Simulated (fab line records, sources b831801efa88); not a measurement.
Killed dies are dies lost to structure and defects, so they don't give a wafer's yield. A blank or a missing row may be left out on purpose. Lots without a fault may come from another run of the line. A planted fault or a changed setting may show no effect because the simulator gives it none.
Chamber matching | flow sky130 | SKY_VIA4_CMP_02 on cmp-01: 4 sister chambers
The step polishes SiO2. 16 wafers are shown with their chamber, then 8 later ones without.

WAFERS WITH THEIR CHAMBER
wafer  | chamber | motor_current_A (A)
L928.1 | 3       | 12.4
L928.4 | 0       | 12.0
L928.5 | 3       | 11.9
L929.1 | 3       | 12.4
L929.3 | 1       | 12.0
L929.4 | 2       | 13.6
L933.1 | 0       | 12.1
L933.2 | 1       | 11.4
L933.4 | 2       | 13.3
L932.3 | 1       | 11.2
L932.4 | 3       | 11.7
L932.5 | 3       | 11.4
L942.1 | 2       | 13.8
L942.3 | 3       | 11.8
L942.6 | 2       | 14.1
L943.1 | 0       | 12.7

SIGNATURES (means of the wafers above)
reading         | chamber 0 | chamber 1 | chamber 2 | chamber 3 | scatter within a chamber
motor_current_A | 12.267    | 11.533    | 13.700    | 11.933    | 0.384
Rule: a wafer's distance from a chamber is the root of the sum, over the readings, of the square of ((its reading less the chamber's mean) divided by the reading's scatter). The wafer belongs to the nearest chamber; if the next one is less than 2 further off, it can't be placed. The scatter: the root of (the sum of the squares of (reading less its chamber's mean) over the shown wafers, divided by (wafers less chambers)).

WAFERS WITHOUT THEIR CHAMBER
wafer  | motor_current_A (A)
L943.3 | 11.6
L943.5 | 11.8
L945.1 | 12.2
L945.3 | 12.1
L945.5 | 11.9
L950.1 | 14.3
L950.3 | 11.5
L950.6 | 11.5

WHICH CHAMBER EACH WENT THROUGH
wafer  | from the rows above          | in truth
L943.3 | can't be placed: 1 or 3 or 0 | 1
L943.5 | can't be placed: 3 or 1 or 0 | 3
L945.1 | can't be placed: 0 or 3 or 1 | 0
L945.3 | can't be placed: 0 or 3 or 1 | 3
L945.5 | can't be placed: 3 or 0 or 1 | 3
L950.1 | 2                            | 2
L950.3 | can't be placed: 1 or 3 or 0 | 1
L950.6 | can't be placed: 1 or 3 or 0 | 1
Placed correctly: 1 of 8. Can't be placed from these rows: 7 (the true chamber is among the candidates in 7). Placed wrongly: 0.
